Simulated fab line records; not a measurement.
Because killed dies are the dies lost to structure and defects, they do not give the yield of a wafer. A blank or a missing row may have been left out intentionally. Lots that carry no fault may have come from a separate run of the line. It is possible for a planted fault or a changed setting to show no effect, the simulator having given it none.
A struck lot beside a sound one	flow gf180mcu	17 out of 602 route steps
Sound: wafers L486.1, L486.2, L486.3. Struck: wafers L494.2, L494.6 (left out: L494.4, a lot-mate that was not struck); the cause follows at the end.
Each step with rows lists, per side, the tool, then ch with its chambers, then its first start. Under that, the readings that differ: sound wafers	struck wafers	difference of the means	sigmas: that difference in standard deviations of wafers without a fault.
alike: readings whose means differ by less than 2 such deviations, and words and numbers that are the same on both sides. not compared: withheld readings, readings that some wafer has no value for, bounds like >300 that may hide the same value, and numbers for which the record gives no deviation and whose values overlap.
The two part at a step that has a row with sigmas, a row that says differs or no value, or rows on one side only. Numbers that have no deviation but don't overlap get no sigmas and don't part them. Lack of a reading on every wafer of one side parts them only where that side has two or more wafers.

first, 3 steps without rows for these wafers: GF_V4_EXPOSE_11 (exposes mask Via4, target cd 260 nm); GF_V4_PEB_12 (peb time 90 s); GF_V4_DEVELOP_13 (develop time 60 s).
GF_V4_CD_MEAS_14: the cd target is 260 nm.
  sound on cd_sem-01 at day 26 04:32; struck on cd_sem-01 at day 28 14:18
reading	sound	struck	difference	sigmas
cd_nm (nm)	257.5 258.6 257.9	262.0 262.4	+4.2	+3
GF_V4_OVL_MEAS_15:
  sound on overlay-02 at day 26 04:39; struck on overlay-02 at day 28 14:24
reading	sound	struck	difference	sigmas
V4_OVL (nm)	-5 0 9	-12 -9	-12	-2
GF_V4_ETCH_16: etches BARC in N2/H2.
  sound on rie_diel-01 ch 0,1,3, day 26 04:41; struck on rie_diel-01 ch 0,3, day 28 14:26
  alike: bias_w, drypump_motor_current_A, oes_product_au, throttle_valve_pct
GF_V4_ETCH_17: etches SiO2 in C4F8/O2/Ar, stops on TiN, target depth 630 nm.
  sound on rie_diel-01 ch 0,1,3; struck on rie_diel-01 ch 0,3
  alike: bias_w, oes_product_au
then, 3 steps without rows for these wafers: GF_V4_STRIP_18 (strips in O2/N2); GF_V4_STRIP_19 (strips in post etch residue remover, time 1200 s); GF_V4_CLEAN_20 (cleans in DIW).
GF_V4_SPUTTER_21: material Ti, target thk 15 nm, time 80.02 s.
  sound on pvd_sputter-01 at day 26 05:21; struck on pvd_sputter-03 at day 28 15:05
reading	sound	struck	difference	sigmas
throttle_valve_pct (%)	30.5 30.2 28.9	32.2 32.4	+2.4	+2
  alike: cathode_dc_power_W
GF_V4_SPUTTER_22: material TiN, target thk 10 nm, time 40 s.
  sound on pvd_sputter-01 at day 26 05:25; struck on pvd_sputter-03 at day 28 15:10
  alike: cathode_dc_power_W, throttle_valve_pct
GF_V4_CVD_23: deposits W, target thk 350 nm, time 104.9 s.
  sound on cvd_w-01 ch 0,1, day 26 05:27; struck on cvd_w-02 ch 1, day 28 15:11
reading	sound	struck	difference	sigmas
chamber_pressure_Torr (Torr)	40.08 40.11 40.03	46.47 46.77	+6.55	+75
model.W_of_V4_CVD_23.thk_nm (nm)	346.7 352.5 349.2	378.1 378.6	+28.9	
  alike: heater_power_w
GF_V4_RS_MEAS_24: measures by four-point-probe.
  sound on film_metro-03 at day 26 05:34; struck on film_metro-04 at day 28 15:20
reading	sound	struck	difference	sigmas
V4_W_RS (ohm/sq)	0.331 0.325 0.328	0.302 0.302	-0.026	-8
GF_V4_THK_MEAS_25: measures by xrf.
  sound on film_metro-03 at day 26 05:41; struck on film_metro-04 at day 28 15:26
reading	sound	struck	difference	sigmas
V4_W_THK (nm)	347 351 347	385 381	+35	+8
GF_V4_CMP_26: polishes, stops on SiO2, t overpolish 15 s, target thk 0 nm.
  sound on cmp-01 ch 0,2,3, day 26 05:47; struck on cmp-02 ch 1,2, day 28 15:29
  alike: motor_current_A
-- the record jumps here: 4 days lie between the struck wafers' starts before and after (it left off in module V4 and takes up again in module PASSIVATION, whose first step shown is number 602 of the route) --
GF_PASSIVATION_PROBE_99:
  rows exist in the record for the struck wafers here (prober-01, day 32 15:52), but not for the sound ones

== WHERE THEY PART ==
First at GF_V4_CD_MEAS_14; last, within this record, at GF_PASSIVATION_PROBE_99.

WHY: what had been put in by the simulator
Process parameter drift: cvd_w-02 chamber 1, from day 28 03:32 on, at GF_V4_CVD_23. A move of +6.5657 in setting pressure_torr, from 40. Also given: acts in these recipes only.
